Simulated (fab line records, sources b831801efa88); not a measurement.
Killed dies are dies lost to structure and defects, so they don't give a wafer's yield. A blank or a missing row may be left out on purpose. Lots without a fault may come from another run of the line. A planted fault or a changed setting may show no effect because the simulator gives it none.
Which tool did it? | flow gf180mcu | 7 lots, 21 wafers sampled, at 2 steps of a route of 602

WHAT THE GAUGES READ, wafer by wafer
GF_M5_OVL_MEAS_08.
lot  | measured     | on         | M5_OVL (nm)
L743 | day 27 09:53 | overlay-01 | 0 1 4
L748 | day 28 12:19 | overlay-01 | 5 3 8
L749 | day 29 05:37 | overlay-02 | 7 5 4
L753 | day 30 09:04 | overlay-02 | 2 4 -2
L756 | day 31 04:53 | overlay-01 | 2 2 6
L760 | day 31 19:43 | overlay-01 | 2 1 4
L764 | day 33 02:31 | overlay-02 | -1 -1 -1

WHICH TOOL RAN EACH LOT (tool, then ch and the chambers of the sampled wafers, then the start)
lot  | GF_V1_CVD_02
L743 | pecvd-01 ch 0,2, day 18 10:22
L748 | pecvd-02 ch 0,1, day 19 17:21
L749 | pecvd-02 ch 0,1, day 20 15:24
L753 | pecvd-01 ch 0,1, day 21 23:21
L756 | pecvd-04 ch 0,1,2, day 23 00:16
L760 | pecvd-01 ch 0,2, day 23 20:42
L764 | pecvd-02 ch 0,2, day 25 14:05
- GF_V1_CVD_02: deposits SiO2 from TEOS, target thk 850 nm, time 94.851 s.

THE ANSWER, worked out from the rows above alone
Rule: what is usual is taken from the lots themselves. Put in order of their means at a reading, lots are off if they are a third of the lots or fewer, leave a main group of 4 or more, and stand apart from it by a gap of 3 or more times the standard deviation of the main group's means; of several such gaps the widest counts. A main group whose means are all the same, to the digits that the tables above print for the reading, isn't used. A lot without any number at a reading at which 4 lots or more have one is off too. The other lots that the step has rows for count as sound.
No lot is off at any reading shown: from this, nothing can be told.

WHAT THE SIMULATOR HAD PUT IN
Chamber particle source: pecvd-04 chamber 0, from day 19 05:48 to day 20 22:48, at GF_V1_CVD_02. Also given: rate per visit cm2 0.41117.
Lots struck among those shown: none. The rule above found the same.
